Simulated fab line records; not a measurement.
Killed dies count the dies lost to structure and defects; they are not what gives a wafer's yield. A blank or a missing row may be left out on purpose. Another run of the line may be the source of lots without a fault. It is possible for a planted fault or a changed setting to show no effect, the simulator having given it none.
Split-lot experiment	flow gf180mcu	route with 602 steps; 5 lots, 23 wafers read

## SPLIT DETAILS
At GF_LVPWELL_COAT_02 (resist thk 3000 nm), the setting spin-rpm was moved away from the recipe's 2000 rpm on 6 of the 23 wafers read, by -5.6% to +7.3%. For the rest of the wafers, this setting stayed at what the recipe calls for.

The reading is taken at the split's own step.

## THE READING
coat_of_LVPWELL_COAT_02.thk-nm (the simulator's own value, which no gauge read), in nm, at GF_LVPWELL_COAT_02 (resist thk 3000 nm). There is no usual value for it anywhere in the file. The 17 wafers here that ran the recipe average 3001 nm, standard deviation 8.9 nm.

wafer	tool, chamber at the split	spin-rpm as run, rpm	against the recipe	coat_of_LVPWELL_COAT_02.thk-nm, nm	against lot-mates on the recipe
L079.2	litho-track-02, 0	1888	-5.6%	3078	+81
L079.3	litho-track-02, 0	2000	recipe	2996	-
L079.4	litho-track-02, 0	2000	recipe	2997	-
L079.5	litho-track-02, 0	2000	recipe	2999	-
L079.6	litho-track-02, 0	1888	-5.6%	3082	+85
L080.2	litho-track-02, 0	2000	recipe	3005	-
L080.5	litho-track-02, 0	2000	recipe	3004	-
L080.6	litho-track-02, 0	2000	recipe	2998	-
L081.1	litho-track-02, 0	2000	recipe	2990	-
L081.2	litho-track-02, 0	2000	recipe	2988	-
L081.5	litho-track-02, 0	2000	recipe	2988	-
L081.3	litho-track-02, 0	2000	recipe	2992	-
L081.4	litho-track-02, 0	2000	recipe	2994	-
L082.1	litho-track-03, 0	2147	+7.3%	2900	-112
L082.2	litho-track-03, 0	2000	recipe	3019	-
L082.3	litho-track-03, 0	2147	+7.3%	2908	-104
L082.5	litho-track-03, 0	2000	recipe	3005	-
L082.6	litho-track-03, 0	2000	recipe	3011	-
L084.1	litho-track-03, 0	2000	recipe	3005	-
L084.2	litho-track-03, 0	1941	-2.9%	3068	+59
L084.4	litho-track-03, 0	2000	recipe	3013	-
L084.5	litho-track-03, 0	1941	-2.9%	3061	+52
L084.6	litho-track-03, 0	2000	recipe	3010	-

THE FIT
A straight line over all 23 wafers: coat_of_LVPWELL_COAT_02.thk-nm changes by -14.2 nm for each +1% of spin-rpm; r = -0.97; the points scatter about the line by 11 nm.
The same after taking each lot's own level away (the mean of its wafers on the recipe; 23 wafers): -15 nm for each +1%; r = -0.99; scatter 4.8 nm.
That fit puts the effect of the largest move of spin-rpm on the reading at 1.1e+02 nm.
The lots' own levels span 2990.4 to 3011.7 nm, that is 2.4 times the standard deviation above.
The two slopes agree, so the slope changes little with the lot-to-lot level.
Check: -108 nm against its lot-mates is what the line predicts for one of the wafers moved furthest among these (+7.3%) when that wafer is left out of the fit. It came out at -112 nm against them.

## THE OTHER SPLITS THESE WAFERS WENT THROUGH
Before the reading, these wafers also passed through other splits. Each is held against what the fit with the lots' levels taken away leaves over:
other split on the same wafers	wafers away from the commonest value	r with coat_of_LVPWELL_COAT_02.thk-nm (lot level and that fit taken away)
GF_STI_CVD_03 pressure-mtorr	15	-0.05
GF_NWELL_COAT_02 resist-thk-nm	9	-0.02
GF_NWELL_IMPLANT_08 energy-kev	10	+0.15

## THE WHOLE CHAIN: every reading that the file lists as answering this split, in the file's order
step	what it does	reading	change (the file's fit)	r (the file's)
GF_LVPWELL_COAT_02	resist thk 3000 nm	coat_of_LVPWELL_COAT_02.thk-nm (the simulator's own value, which no gauge read)	-15.1 nm for each +1% of the setting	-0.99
GF_LVPWELL_STRIP_10	strips in O2/N2	strip-time-to-endpoint-s	withheld for each +1% of the setting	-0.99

## FILE'S OWN FIT
coat_of_LVPWELL_COAT_02.thk-nm changes by -15.1 nm for each +1% of spin-rpm, r = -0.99.
